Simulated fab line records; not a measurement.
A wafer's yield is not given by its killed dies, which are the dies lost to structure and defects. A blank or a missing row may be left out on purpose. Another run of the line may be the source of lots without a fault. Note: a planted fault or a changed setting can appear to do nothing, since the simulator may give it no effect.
Which of the tools did it? || flow sky130 || 39 wafers from 13 lots sampled at 2 of the route's 708 steps

## WHAT THE GAUGES SHOWED, per wafer
SKY_CAPM_OVL_MEAS_12. Usual: CAPM_OVL -0.6 nm, standard deviation 1.5.
{"lot": "L770", "measured": "day 37 14:04", "on": "overlay-01", "CAPM_OVL (nm)": "-0.9 0.8 0.4", "flag": ""}
{"lot": "L771", "measured": "day 38 00:00", "on": "overlay-02", "CAPM_OVL (nm)": "-0.9 -2.5 0.1", "flag": ""}
{"lot": "L773", "measured": "day 38 08:56", "on": "overlay-01", "CAPM_OVL (nm)": "-2.7 -3.7 -1.9", "flag": ""}
{"lot": "L774", "measured": "day 38 18:40", "on": "overlay-02", "CAPM_OVL (nm)": "0.6 -0.9 1.4", "flag": ""}
{"lot": "L775", "measured": "day 38 22:50", "on": "overlay-02", "CAPM_OVL (nm)": "-1.0 0.6 -0.4", "flag": ""}
{"lot": "L777", "measured": "day 39 10:38", "on": "overlay-02", "CAPM_OVL (nm)": "1.7 0.4 2.4", "flag": ""}
{"lot": "L783", "measured": "day 41 11:34", "on": "overlay-01", "CAPM_OVL (nm)": "-0.3 -1.1 -1.3", "flag": ""}
{"lot": "L784", "measured": "day 43 00:52", "on": "overlay-02", "CAPM_OVL (nm)": "0.2 0.4 0.3", "flag": ""}
{"lot": "L785", "measured": "day 43 04:31", "on": "overlay-02", "CAPM_OVL (nm)": "-0.3 1.8 2.1", "flag": ""}
{"lot": "L787", "measured": "day 43 07:37", "on": "overlay-01", "CAPM_OVL (nm)": "0.3 -0.4 -0.8", "flag": ""}
{"lot": "L788", "measured": "day 43 09:22", "on": "overlay-02", "CAPM_OVL (nm)": "0.0 0.2 0.1", "flag": ""}
{"lot": "L790", "measured": "day 43 10:55", "on": "overlay-01", "CAPM_OVL (nm)": "-3.0 -3.2 -3.5", "flag": ""}
{"lot": "L791", "measured": "day 43 14:28", "on": "overlay-02", "CAPM_OVL (nm)": "0.5 2.7 2.3", "flag": ""}

SKY_VIA3_BOW_MEAS_03. Usual: VIA3_BOW 80 um, standard deviation 7.5.
{"lot": "L770", "measured": "day 38 13:51", "on": "filmMetro-03", "VIA3_BOW (um)": "81 73 71", "flag": ""}
{"lot": "L771", "measured": "day 39 03:59", "on": "filmMetro-01", "VIA3_BOW (um)": "88 75 90", "flag": ""}
{"lot": "L773", "measured": "day 39 11:46", "on": "filmMetro-01", "VIA3_BOW (um)": "82 82 84", "flag": ""}
{"lot": "L774", "measured": "day 39 22:44", "on": "filmMetro-03", "VIA3_BOW (um)": "84 79 73", "flag": ""}
{"lot": "L775", "measured": "day 40 00:55", "on": "filmMetro-03", "VIA3_BOW (um)": "75 66 64", "flag": ""}
{"lot": "L777", "measured": "day 40 13:35", "on": "filmMetro-01", "VIA3_BOW (um)": "78 81 82", "flag": ""}
{"lot": "L783", "measured": "day 42 13:37", "on": "filmMetro-04", "VIA3_BOW (um)": "100 88 77", "flag": ""}
{"lot": "L784", "measured": "day 44 01:08", "on": "filmMetro-04", "VIA3_BOW (um)": "80 76 87", "flag": ""}
{"lot": "L785", "measured": "day 44 04:05", "on": "filmMetro-04", "VIA3_BOW (um)": "80 79 73", "flag": ""}
{"lot": "L787", "measured": "day 44 06:46", "on": "filmMetro-03", "VIA3_BOW (um)": "68 83 75", "flag": ""}
{"lot": "L788", "measured": "day 44 09:22", "on": "filmMetro-04", "VIA3_BOW (um)": "77 85 84", "flag": ""}
{"lot": "L790", "measured": "day 44 11:37", "on": "filmMetro-03", "VIA3_BOW (um)": "83 87 86", "flag": ""}
{"lot": "L791", "measured": "day 44 14:37", "on": "filmMetro-03", "VIA3_BOW (um)": "75 79 73", "flag": ""}

## WHAT TOOL EACH LOT RAN ON (gives the tool, then ch and the chambers of the sampled wafers, and finally the start)
Before these readings, the record contains no process step.

## AS READ BY THE TOOLS THEMSELVES (means over the sampled wafers that have a number; for cases with no such wafer, the mark the record gives instead)
The record holds no such reading with a usual standard deviation.

## THE ANSWER, worked out from the rows above alone
Rule: a lot is off if the mean of its wafers that have a number lies more than 3 standard deviations from the usual mean. A lot without any number at a reading at which 4 lots or more have one is off too. The other lots that the step has rows for count as sound. First the gauges in route order, then the tools' own readings, where a lot's mean is used as printed above. At the first step where some lot is off, the reading lying furthest off is the one used; lots without a number count as furthest.
Across all readings shown, no lot is off: no conclusion can be drawn from this.

## WHAT THE SIMULATOR PUT IN
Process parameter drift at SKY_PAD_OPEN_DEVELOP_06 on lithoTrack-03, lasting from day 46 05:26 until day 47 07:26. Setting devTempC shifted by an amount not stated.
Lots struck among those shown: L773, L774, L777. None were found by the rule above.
